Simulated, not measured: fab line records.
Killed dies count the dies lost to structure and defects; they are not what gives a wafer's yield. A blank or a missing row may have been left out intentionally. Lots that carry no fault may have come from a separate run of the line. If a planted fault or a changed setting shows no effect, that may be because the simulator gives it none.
A struck lot beside a sound one | flow gf180mcu | 15 out of 602 route steps
Sound: wafers L651.2, L651.4, L651.6. The struck wafers were L647.1, L647.3, L647.5. The cause is given at the end.
At each step with rows: each side's tool, then ch and its chambers, then its first start. Under that, the readings that differ: sound wafers | struck wafers | difference of the means | sigmas: that difference in standard deviations of wafers without a fault.
alike: readings whose means differ by less than 2 such deviations, and words and numbers that are the same on both sides. not compared: withheld readings, readings that some wafer has no value for, bounds like >300 that may hide the same value, and numbers for which the record gives no deviation and whose values overlap.
A row with sigmas, a row that says differs or no value, or rows on one side alone: a step with any of these is where the two part. Numbers that have no deviation but don't overlap get no sigmas and don't part them. A reading missing from all wafers of one side parts the sides only when that side holds two or more wafers.

first, 5 steps without rows for these wafers: GF_VT_IMPLANT_COAT_13 (resist thk 993.9 nm); GF_VT_IMPLANT_SOFTBAKE_14 (time 60 s); GF_VT_IMPLANT_EXPOSE_15 (exposes mask Nwell LV AREA, target cd 860 nm); GF_VT_IMPLANT_PEB_16; GF_VT_IMPLANT_DEVELOP_17 (develop time 60 s).
GF_VT_IMPLANT_OVL_MEAS_18:
  struck on overlay-02, day 8 19:17; sound on overlay-02, day 9 23:02
  alike: VT_IMPLANT_01_OVL
next, for these wafers, 1 step has no rows: GF_VT_IMPLANT_IMPLANT_19.
GF_VT_IMPLANT_STRIP_20: strips in O2/N2.
  sound on plasma-asher-04 ch 0,1, day 9 23:13; struck on plasma-asher-02 ch 0,1, day 8 19:28
  alike: drypump-motor-current-A, heater-power-w, oes-product-au, strip-time-to-endpoint-s
  not compared: rf-hours-counter-h
GF_VT_IMPLANT_TW_MEAS_21:
  struck on film-metro-04, day 8 19:34; sound on film-metro-04, day 9 23:20
  alike: VT_IMPLANT_2_TW
then, 3 steps without rows for these wafers: GF_VT_IMPLANT_DEHYDRATE_22 (time 60 s); GF_VT_IMPLANT_HMDS_23 (prime time 60 s); GF_VT_IMPLANT_COAT_24 (resist thk 1000 nm).
GF_VT_IMPLANT_SOFTBAKE_25: time 60 s.
  sound on litho-track-03 ch 0, day 10 07:59; struck on litho-track-04 ch 0, day 9 03:59
  reading                  | sound             | struck            | difference | sigmas
  heater-power-total-W (W) | 56.57 56.61 56.54 | 61.35 61.19 61.30 | +4.71      | +99 or more
  run-length-s (s)         | 89.06 89.12 89.44 | 76.28 76.53 76.22 | -12.86     | -99 or more
  alike: chill-plate-temp-C
then, 1 step without rows for these wafers: GF_VT_IMPLANT_EXPOSE_26 (exposes mask LVPWELL HV AREA, target cd 860 nm).
GF_PASSIVATION_PROBE_99:
  sound wafers here have rows in the record (prober-02, day 32 23:47); struck ones have none

## WHERE THEY PART
Last at GF_PASSIVATION_PROBE_99 as far as this record goes, first at GF_VT_IMPLANT_SOFTBAKE_25.

WHY: what the simulator had put in
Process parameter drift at GF_VT_IMPLANT_SOFTBAKE_25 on litho-track-04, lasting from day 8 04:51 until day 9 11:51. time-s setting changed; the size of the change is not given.
